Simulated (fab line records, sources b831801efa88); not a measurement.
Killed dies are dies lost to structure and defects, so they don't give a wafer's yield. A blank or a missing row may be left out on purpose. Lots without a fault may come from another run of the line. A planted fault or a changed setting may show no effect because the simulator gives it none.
One fault seen from 2 desks | flow sky130 | each desk has only its own numbers; what lay behind them comes last

THE METROLOGY DESK
What the gauges read, lot by lot, whatever tool the lot ran on: means of the sampled wafers that have a number. A lot is out of limits, marked OUT, if its mean lies more than 4 standard deviations from the usual mean; the brackets give that distance.
Columns: A = RES_XHIGH_TW at SKY_RES_XHIGH_TW_MEAS_09, usual 1650
lot  | first seen here | A
L236 | day 27 09:19    | 1652
L238 | day 27 18:29    | 1647
L240 | day 28 20:44    | 1652
L247 | day 31 00:41    | 1648
L248 | day 31 09:29    | 1646
L251 | day 32 11:11    | 1645
L249 | day 32 12:35    | 1643
L250 | day 32 12:47    | 1641
L252 | day 33 18:17    | 1655
L254 | day 33 20:05    | 1657
L257 | day 34 19:24    | 1640
L258 | day 35 00:37    | 1649
This desk's finding: nothing out of limits on any of the 12 lots.

THE TOOL OWNER'S DESK: plasma_asher-03
The tool's own readings at SKY_SD_N_STRIP_11 (strips in O2/N2): means of the sampled wafers that have a number, for each lot that ran on this tool. A lot is out of limits, marked OUT, if its mean lies more than 4 standard deviations from the usual mean; the brackets give that distance.
Columns: A = drypump_motor_current_A at SKY_SD_N_STRIP_11, usual 5.9 A; B = oes_product_au at SKY_SD_N_STRIP_11, usual 0.528 a.u.; C = strip_time_to_endpoint_s at SKY_SD_N_STRIP_11, usual 22.57 s
lot  | first seen here | A   | B               | C
L240 | day 30 00:46    | 5.6 | 0.302 (-46) OUT | -
L247 | day 32 04:11    | 5.6 | 0.529           | 22.58
L249 | day 33 14:47    | 5.4 | 0.525           | 22.56
L252 | day 34 21:58    | 5.6 | 0.528           | 22.53
L257 | day 35 22:59    | 5.5 | 0.529           | 22.57
This desk's finding: out of limits on L240; first on L240, day 30 00:46 (oes_product_au at SKY_SD_N_STRIP_11). In limits: L247, L249, L252, L257.

PUT TOGETHER
The tool owner's desk could have raised an alarm at day 30 00:46, on L240.
The metrology desk saw nothing out of limits.
The metrology desk has L240 on record, within its limits.
Of the lots named, all ran SKY_SD_N_STRIP_11 on plasma_asher-03.

WHAT THE SIMULATOR HAD PUT IN
Strip aborted: plasma_asher-03, from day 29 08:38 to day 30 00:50, at SKY_SD_N_STRIP_11. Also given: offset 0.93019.
Lots struck among those shown: L240.
Hours from the fault's start to each desk's first reading out of limits: the tool owner's desk, 16.
